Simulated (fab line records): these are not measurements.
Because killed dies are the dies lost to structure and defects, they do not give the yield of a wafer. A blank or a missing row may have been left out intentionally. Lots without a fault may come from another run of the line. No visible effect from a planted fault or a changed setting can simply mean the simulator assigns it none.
What tool caused it? || flow gf180mcu || 15 lots, 45 wafers sampled, at 2 steps of a route of 602

WHAT THE GAUGES READ, wafer by wafer
GF_V4_OVL_MEAS_15. Usual: V4_OVL gives 1 nm (standard deviation 6.8).
{"lot": "L597", "measured": "day 24 09:01", "on": "overlay-02", "V4_OVL (nm)": "-1 -4 3", "flag": ""}
{"lot": "L598", "measured": "day 24 15:32", "on": "overlay-02", "V4_OVL (nm)": "10 -2 3", "flag": ""}
{"lot": "L601", "measured": "day 25 19:37", "on": "overlay-02", "V4_OVL (nm)": "2 -1 -5", "flag": ""}
{"lot": "L602", "measured": "day 26 05:01", "on": "overlay-01", "V4_OVL (nm)": "16 6 12", "flag": ""}
{"lot": "L603", "measured": "day 26 12:58", "on": "overlay-01", "V4_OVL (nm)": "3 2 0", "flag": ""}
{"lot": "L604", "measured": "day 26 20:56", "on": "overlay-02", "V4_OVL (nm)": "0 -7 -10", "flag": ""}
{"lot": "L605", "measured": "day 27 15:22", "on": "overlay-02", "V4_OVL (nm)": "-3 6 1", "flag": ""}
{"lot": "L606", "measured": "day 27 18:57", "on": "overlay-02", "V4_OVL (nm)": "6 7 0", "flag": ""}
{"lot": "L607", "measured": "day 27 19:40", "on": "overlay-02", "V4_OVL (nm)": "-7 3 0", "flag": ""}
{"lot": "L608", "measured": "day 28 11:31", "on": "overlay-01", "V4_OVL (nm)": "-2 7 2", "flag": ""}
{"lot": "L609", "measured": "day 28 13:13", "on": "overlay-01", "V4_OVL (nm)": "1 6 2", "flag": ""}
{"lot": "L611", "measured": "day 29 05:01", "on": "overlay-02", "V4_OVL (nm)": "-5 0 -11", "flag": ""}
{"lot": "L617", "measured": "day 30 13:00", "on": "overlay-01", "V4_OVL (nm)": "-8 -8 -8", "flag": ""}
{"lot": "L616", "measured": "day 30 14:22", "on": "overlay-01", "V4_OVL (nm)": "-7 -4 0", "flag": ""}
{"lot": "L618", "measured": "day 30 21:33", "on": "overlay-01", "V4_OVL (nm)": "-2 1 2", "flag": ""}

GF_V4_RS_MEAS_24: a four-point-probe measurement. Usual: V4_W_RS gives 0.326 ohm/sq (standard deviation 0.0039).
{"lot": "L597", "measured": "day 24 09:56", "on": "film-metro-02", "V4_W_RS (ohm/sq)": "0.328 0.325 0.322", "flag": ""}
{"lot": "L598", "measured": "day 24 16:27", "on": "film-metro-04", "V4_W_RS (ohm/sq)": "0.326 0.326 0.327", "flag": ""}
{"lot": "L601", "measured": "day 25 20:52", "on": "film-metro-02", "V4_W_RS (ohm/sq)": "0.323 0.327 0.324", "flag": ""}
{"lot": "L602", "measured": "day 26 05:59", "on": "film-metro-02", "V4_W_RS (ohm/sq)": "0.330 0.329 0.327", "flag": ""}
{"lot": "L603", "measured": "day 26 14:00", "on": "film-metro-03", "V4_W_RS (ohm/sq)": "0.327 0.325 0.324", "flag": ""}
{"lot": "L604", "measured": "day 26 21:52", "on": "film-metro-02", "V4_W_RS (ohm/sq)": "0.324 0.328 0.326", "flag": ""}
{"lot": "L605", "measured": "day 27 16:19", "on": "film-metro-04", "V4_W_RS (ohm/sq)": "0.327 0.319 0.325", "flag": ""}
{"lot": "L606", "measured": "day 27 19:53", "on": "film-metro-02", "V4_W_RS (ohm/sq)": "0.325 0.335 0.325", "flag": ""}
{"lot": "L607", "measured": "day 27 20:35", "on": "film-metro-03", "V4_W_RS (ohm/sq)": "0.324 0.325 0.328", "flag": ""}
{"lot": "L608", "measured": "day 28 12:29", "on": "film-metro-03", "V4_W_RS (ohm/sq)": "0.334 0.320 0.331", "flag": ""}
{"lot": "L609", "measured": "day 28 14:11", "on": "film-metro-02", "V4_W_RS (ohm/sq)": "0.321 0.319 0.327", "flag": ""}
{"lot": "L611", "measured": "day 29 05:59", "on": "film-metro-02", "V4_W_RS (ohm/sq)": "0.323 0.320 0.323", "flag": ""}
{"lot": "L617", "measured": "day 30 13:55", "on": "film-metro-03", "V4_W_RS (ohm/sq)": "0.326 0.329 0.331", "flag": ""}
{"lot": "L616", "measured": "day 30 15:19", "on": "film-metro-02", "V4_W_RS (ohm/sq)": "0.328 0.319 0.323", "flag": ""}
{"lot": "L618", "measured": "day 30 22:28", "on": "film-metro-02", "V4_W_RS (ohm/sq)": "0.324 0.328 0.331", "flag": ""}

WHAT TOOL EACH LOT RAN ON (gives the tool, then ch and the chambers of the sampled wafers, and finally the start)
Before these readings, the record contains no process step.

AS READ BY THE TOOLS THEMSELVES (means over the sampled wafers that have a number; for cases with no such wafer, the mark the record gives instead)
The record holds no such reading with a usual standard deviation.

THE ANSWER, worked out from the rows above alone
Rule: lot off if the mean of its wafers having a number is beyond 3 standard deviations from the usual mean. A lot without any number at a reading at which 4 lots or more have one is off too. The other lots that the step has rows for count as sound. First the gauges in route order, then the tools' own readings, where a lot's mean is used as printed above. The first step at which some lot is off is used, and at that step the reading that is off furthest; a lot without a number counts as furthest.
Across all readings shown, no lot is off: no conclusion can be drawn from this.

WHAT THE SIMULATOR HAD INSERTED
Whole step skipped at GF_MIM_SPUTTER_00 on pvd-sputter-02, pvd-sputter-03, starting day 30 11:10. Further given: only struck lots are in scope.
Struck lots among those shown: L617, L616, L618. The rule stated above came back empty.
